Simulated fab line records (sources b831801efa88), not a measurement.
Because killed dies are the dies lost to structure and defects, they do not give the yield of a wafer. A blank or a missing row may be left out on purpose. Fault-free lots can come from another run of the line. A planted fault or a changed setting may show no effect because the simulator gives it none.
The same fault as seen by 2 desks    flow sky130    what lay behind the numbers comes last; until then each desk has only its own

## METROLOGY DESK
Means of the sampled wafers that have a number, per lot and without regard to the tool the lot ran on: this is what the gauges read. The brackets show how far a lot's mean lies from the usual mean; more than 4 standard deviations puts the lot out of limits, marked OUT.
Columns: A = cdNm at SKY_METAL3_CD_MEAS_13, usual 300.2 nm
lot   first seen here  A
L184  day 38 12:28     303.3
L185  day 39 00:39     299.1
L187  day 39 09:15     301.8
L188  day 39 17:04     300.4
L189  day 41 08:15     301.7
L191  day 41 13:11     299.8
L193  day 41 14:08     299.8
L192  day 41 15:03     299.0
L194  day 41 23:00     184.8 (-77) OUT
L196  day 42 08:49     215.5 (-56) OUT
L203  day 44 20:39     300.2
L204  day 44 22:32     298.0
L202  day 44 23:29     300.6
L205  day 44 23:40     298.6
This desk's verdict: out of limits on L194, L196, starting with L194 at day 41 23:00 (cdNm at SKY_METAL3_CD_MEAS_13). L184, L185, L187, L188, L189, L191, L193, L192, L203, L204, L202, L205 stayed within limits.

## AT THE TOOL OWNER'S DESK: krfScanner-02
The tool's own readings at SKY_METAL3_EXPOSE_10 (exposes mask MM3, target cd 300 nm): means of the sampled wafers that have a number, for each lot that ran on this tool. The brackets show how far a lot's mean lies from the usual mean; more than 4 standard deviations puts the lot out of limits, marked OUT.
Columns: A = focusOffsetNm at SKY_METAL3_EXPOSE_10, usual 0.1 nm
lot   first seen here  A
L187  day 38 20:57     -0.1
L188  day 39 04:45     0.2
L191  day 41 01:35     0.1
L192  day 41 03:01     0.3
L194  day 41 10:11     0.1
L196  day 41 21:04     -0.7
L203  day 44 09:18     0.2
L202  day 44 12:38     0.2
Result from this desk: across the 8 lots, nothing is out of limits.

## TAKEN TOGETHER
At day 41 23:00 the metrology desk could have sounded an alarm, on L194, L196.
Nothing out of limits was seen by the tool owner's desk.
On record at the tool owner's desk: L194, L196, within its limits.
The lots listed all ran SKY_METAL3_EXPOSE_10 on krfScanner-02.

## WHAT WAS PUT IN BY THE SIMULATOR
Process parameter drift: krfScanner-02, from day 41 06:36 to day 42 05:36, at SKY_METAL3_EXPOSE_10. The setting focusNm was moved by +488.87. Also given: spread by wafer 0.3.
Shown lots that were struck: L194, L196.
Per desk, hours elapsed from the start of the fault to the first reading out of limits: for the metrology desk, 16.
